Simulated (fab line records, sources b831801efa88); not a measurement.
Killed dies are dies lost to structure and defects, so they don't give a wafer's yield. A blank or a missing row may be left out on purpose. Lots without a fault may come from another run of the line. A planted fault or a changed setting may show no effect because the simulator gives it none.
Which tool did it? | flow gf180mcu | 7 lots, 21 wafers sampled, at 1 step of a route of 602

WHAT THE GAUGES READ, wafer by wafer
GF_V1_THK_MEAS_25: measures by xrf.
lot  | measured     | on            | V1_W_THK (nm)
L903 | day 19 10:07 | film_metro-01 | 345 347 347
L905 | day 20 10:32 | film_metro-04 | 359 348 356
L908 | day 21 10:10 | film_metro-01 | 345 343 337
L910 | day 22 01:07 | film_metro-01 | 355 352 347
L913 | day 23 03:11 | film_metro-04 | 353 357 354
L920 | day 25 04:20 | film_metro-04 | 348 350 347
L923 | day 26 04:56 | film_metro-01 | 337 340 340

WHICH TOOL RAN EACH LOT (tool, then ch and the chambers of the sampled wafers, then the start)
The record holds no process step before these readings.

THE ANSWER, worked out from the rows above alone
Rule: what is usual is taken from the lots themselves. Put in order of their means at a reading, lots are off if they are a third of the lots or fewer, leave a main group of 4 or more, and stand apart from it by a gap of 3 or more times the standard deviation of the main group's means; of several such gaps the widest counts. A main group whose means are all the same, to the digits that the tables above print for the reading, isn't used. A lot without any number at a reading at which 4 lots or more have one is off too. The other lots that the step has rows for count as sound.
No lot is off at any reading shown: from this, nothing can be told.

WHAT THE SIMULATOR HAD PUT IN
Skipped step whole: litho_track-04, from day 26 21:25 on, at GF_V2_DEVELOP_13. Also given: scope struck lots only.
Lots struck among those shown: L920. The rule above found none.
